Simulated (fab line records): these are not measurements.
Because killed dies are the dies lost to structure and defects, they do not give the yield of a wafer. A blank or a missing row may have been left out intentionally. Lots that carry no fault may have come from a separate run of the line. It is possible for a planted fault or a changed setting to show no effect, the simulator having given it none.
Which tool was responsible? / flow sky130 / 10 lots with 30 wafers sampled at 5 steps, on a route of 708 steps

## WHAT THE GAUGES READ, wafer by wafer
SKY_LI_CONTACT_RS_MEAS_22: measurement is done with a four-point probe.
lot=L325; measured=day 29 22:32; on=filmMetro-04; LI_CONTACT_W_RS (ohm/sq)=0.286 0.287 0.283
lot=L327; measured=day 30 06:05; on=filmMetro-04; LI_CONTACT_W_RS (ohm/sq)=0.279 0.280 0.294
lot=L330; measured=day 31 21:52; on=filmMetro-01; LI_CONTACT_W_RS (ohm/sq)=0.277 0.277 0.664
lot=L332; measured=day 32 15:41; on=filmMetro-02; LI_CONTACT_W_RS (ohm/sq)=0.659 0.289 0.675
lot=L337; measured=day 33 21:55; on=filmMetro-01; LI_CONTACT_W_RS (ohm/sq)=0.277 0.289 0.289
lot=L338; measured=day 34 04:20; on=filmMetro-04; LI_CONTACT_W_RS (ohm/sq)=0.280 0.294 0.294
lot=L344; measured=day 35 12:18; on=filmMetro-02; LI_CONTACT_W_RS (ohm/sq)=0.285 0.289 0.286
lot=L345; measured=day 35 18:54; on=filmMetro-02; LI_CONTACT_W_RS (ohm/sq)=0.289 0.289 0.288
lot=L346; measured=day 36 02:27; on=filmMetro-01; LI_CONTACT_W_RS (ohm/sq)=0.283 0.287 0.286
lot=L347; measured=day 36 23:43; on=filmMetro-04; LI_CONTACT_W_RS (ohm/sq)=0.288 0.286 0.292

SKY_LI_CONTACT_THK_MEAS_23: measures by xrf.
lot=L325; measured=day 29 22:39; on=filmMetro-04; LI_CONTACT_W_THK (nm)=383 381 384
lot=L327; measured=day 30 06:11; on=filmMetro-04; LI_CONTACT_W_THK (nm)=398 395 378
lot=L330; measured=day 31 21:58; on=filmMetro-01; LI_CONTACT_W_THK (nm)=392 391 168
lot=L332; measured=day 32 15:48; on=filmMetro-02; LI_CONTACT_W_THK (nm)=170 383 167
lot=L337; measured=day 33 22:02; on=filmMetro-01; LI_CONTACT_W_THK (nm)=398 382 383
lot=L338; measured=day 34 04:27; on=filmMetro-04; LI_CONTACT_W_THK (nm)=391 372 374
lot=L344; measured=day 35 12:24; on=filmMetro-02; LI_CONTACT_W_THK (nm)=387 379 384
lot=L345; measured=day 35 19:01; on=filmMetro-02; LI_CONTACT_W_THK (nm)=381 381 382
lot=L346; measured=day 36 02:34; on=filmMetro-01; LI_CONTACT_W_THK (nm)=382 383 384
lot=L347; measured=day 36 23:50; on=filmMetro-04; LI_CONTACT_W_THK (nm)=382 385 378

## WHAT TOOL EACH LOT RAN ON (gives the tool, then ch and the chambers of the sampled wafers, and finally the start)
lot=L325; SKY_LI_CONTACT_ETCH_14=rieDiel-04 ch 0,2,3, day 29 21:50; SKY_LI_CONTACT_ETCH_15=rieDiel-04 ch 0,2,3, day 29 21:53; SKY_LI_CONTACT_CVD_21=cvdW-01 ch 0,1, day 29 22:24
lot=L327; SKY_LI_CONTACT_ETCH_14=rieDiel-04 ch 0,1,2, day 30 05:20; SKY_LI_CONTACT_ETCH_15=rieDiel-04 ch 0,1,2, day 30 05:22; SKY_LI_CONTACT_CVD_21=cvdW-02 ch 0,1, day 30 05:58
lot=L330; SKY_LI_CONTACT_ETCH_14=rieDiel-01 ch 0,2,3, day 31 21:08; SKY_LI_CONTACT_ETCH_15=rieDiel-01 ch 0,2,3, day 31 21:11; SKY_LI_CONTACT_CVD_21=cvdW-01 ch 1, day 31 21:43
lot=L332; SKY_LI_CONTACT_ETCH_14=rieDiel-04 ch 0,2, day 32 14:59; SKY_LI_CONTACT_ETCH_15=rieDiel-04 ch 0,2, day 32 15:02; SKY_LI_CONTACT_CVD_21=cvdW-01 ch 0,1, day 32 15:33
lot=L337; SKY_LI_CONTACT_ETCH_14=rieDiel-02 ch 0,2,3, day 33 21:13; SKY_LI_CONTACT_ETCH_15=rieDiel-02 ch 0,2,3, day 33 21:15; SKY_LI_CONTACT_CVD_21=cvdW-02 ch 0,1, day 33 21:47
lot=L338; SKY_LI_CONTACT_ETCH_14=rieDiel-02 ch 0,2, day 34 03:38; SKY_LI_CONTACT_ETCH_15=rieDiel-02 ch 0,2, day 34 03:41; SKY_LI_CONTACT_CVD_21=cvdW-02 ch 0,1, day 34 04:12
lot=L344; SKY_LI_CONTACT_ETCH_14=rieDiel-01 ch 0,3, day 35 11:34; SKY_LI_CONTACT_ETCH_15=rieDiel-01 ch 0,3, day 35 11:36; SKY_LI_CONTACT_CVD_21=cvdW-01 ch 0,1, day 35 12:10
lot=L345; SKY_LI_CONTACT_ETCH_14=rieDiel-01 ch 1,2, day 35 18:11; SKY_LI_CONTACT_ETCH_15=rieDiel-01 ch 1,2, day 35 18:14; SKY_LI_CONTACT_CVD_21=cvdW-01 ch 0,1, day 35 18:45
lot=L346; SKY_LI_CONTACT_ETCH_14=rieDiel-02 ch 0,1, day 36 01:46; SKY_LI_CONTACT_ETCH_15=rieDiel-02 ch 0,1, day 36 01:49; SKY_LI_CONTACT_CVD_21=cvdW-01 ch 0, day 36 02:19
lot=L347; SKY_LI_CONTACT_ETCH_14=rieDiel-01 ch 1,3, day 36 23:01; SKY_LI_CONTACT_ETCH_15=rieDiel-01 ch 1,3, day 36 23:04; SKY_LI_CONTACT_CVD_21=cvdW-01 ch 0, day 36 23:34
- SKY_LI_CONTACT_ETCH_14: etches BARC in N2/H2, stops on SiO2, time 45.9 s, target depth 60 nm.
- SKY_LI_CONTACT_ETCH_15: etches PSG in C4F8/O2/Ar, stops on Si, target depth 600 nm.
- SKY_LI_CONTACT_CVD_21: deposits W, target thk 400 nm, time 120.56 s.

## WHAT THE TOOLS THEMSELVES READ (means of the sampled wafers that have a number; where no wafer has one, the mark that the record gives instead)
SKY_LI_CONTACT_ETCH_14.
lot=L325; tool=rieDiel-04; drypumpMotorCurrentA (A)=6.1; oesProductAu (a.u.)=0.856; throttleValvePct (%)=13.228
lot=L327; tool=rieDiel-04; drypumpMotorCurrentA (A)=5.8; oesProductAu (a.u.)=0.852; throttleValvePct (%)=13.232
lot=L330; tool=rieDiel-01; drypumpMotorCurrentA (A)=5.8; oesProductAu (a.u.)=0.860; throttleValvePct (%)=13.227
lot=L332; tool=rieDiel-04; drypumpMotorCurrentA (A)=5.9; oesProductAu (a.u.)=0.855; throttleValvePct (%)=13.222
lot=L337; tool=rieDiel-02; drypumpMotorCurrentA (A)=6.1; oesProductAu (a.u.)=0.855; throttleValvePct (%)=13.214
lot=L338; tool=rieDiel-02; drypumpMotorCurrentA (A)=5.9; oesProductAu (a.u.)=0.857; throttleValvePct (%)=13.222
lot=L344; tool=rieDiel-01; drypumpMotorCurrentA (A)=6.2; oesProductAu (a.u.)=0.847; throttleValvePct (%)=13.221
lot=L345; tool=rieDiel-01; drypumpMotorCurrentA (A)=5.5; oesProductAu (a.u.)=0.854; throttleValvePct (%)=13.224
lot=L346; tool=rieDiel-02; drypumpMotorCurrentA (A)=5.8; oesProductAu (a.u.)=0.850; throttleValvePct (%)=13.230
lot=L347; tool=rieDiel-01; drypumpMotorCurrentA (A)=6.3; oesProductAu (a.u.)=0.854; throttleValvePct (%)=13.220

SKY_LI_CONTACT_ETCH_15.
lot=L325; tool=rieDiel-04; oesProductAu (a.u.)=0.841
lot=L327; tool=rieDiel-04; oesProductAu (a.u.)=0.836
lot=L330; tool=rieDiel-01; oesProductAu (a.u.)=0.840
lot=L332; tool=rieDiel-04; oesProductAu (a.u.)=0.834
lot=L337; tool=rieDiel-02; oesProductAu (a.u.)=0.841
lot=L338; tool=rieDiel-02; oesProductAu (a.u.)=0.836
lot=L344; tool=rieDiel-01; oesProductAu (a.u.)=0.839
lot=L345; tool=rieDiel-01; oesProductAu (a.u.)=0.842
lot=L346; tool=rieDiel-02; oesProductAu (a.u.)=0.836
lot=L347; tool=rieDiel-01; oesProductAu (a.u.)=0.836

SKY_LI_CONTACT_CVD_21.
lot=L325; tool=cvdW-01; heaterPowerW (W)=987
lot=L327; tool=cvdW-02; heaterPowerW (W)=809
lot=L330; tool=cvdW-01; heaterPowerW (W)=1007
lot=L332; tool=cvdW-01; heaterPowerW (W)=933
lot=L337; tool=cvdW-02; heaterPowerW (W)=810
lot=L338; tool=cvdW-02; heaterPowerW (W)=803
lot=L344; tool=cvdW-01; heaterPowerW (W)=990
lot=L345; tool=cvdW-01; heaterPowerW (W)=919
lot=L346; tool=cvdW-01; heaterPowerW (W)=892
lot=L347; tool=cvdW-01; heaterPowerW (W)=900

## THE ANSWER, worked out from the rows above alone
Rule: what is usual is taken from the lots themselves. The widest of any qualifying gaps counts: lots, ordered by their means at a reading, are off when they make up no more than a third of the lots, leave a main group of 4 or more, and stand apart from it by 3 or more times the standard deviation of that group's means. A main group whose means are all the same, to the digits that the tables above print for the reading, isn't used. Also off: a lot with no number at a reading for which 4 or more lots have one. The other lots that the step has rows for count as sound. After the gauges, taken in route order, come the tools' own readings; for these a lot's mean is taken, as printed above. At the first step where some lot is off, the reading lying furthest off is the one used; lots without a number count as furthest.
Off: L330, L332, seen at SKY_LI_CONTACT_RS_MEAS_22 (LI_CONTACT_W_RS). The main group: mean 0.287 ohm/sq, standard deviation 0.0018.
A tool fits if, at a process step before that reading, it ran every lot that is off, and no sound lot after the first of them. Those tools and the gauges at SKY_LI_CONTACT_RS_MEAS_22 are tried in the same way. None of those tried fits.

## WHAT THE SIMULATOR PUT IN
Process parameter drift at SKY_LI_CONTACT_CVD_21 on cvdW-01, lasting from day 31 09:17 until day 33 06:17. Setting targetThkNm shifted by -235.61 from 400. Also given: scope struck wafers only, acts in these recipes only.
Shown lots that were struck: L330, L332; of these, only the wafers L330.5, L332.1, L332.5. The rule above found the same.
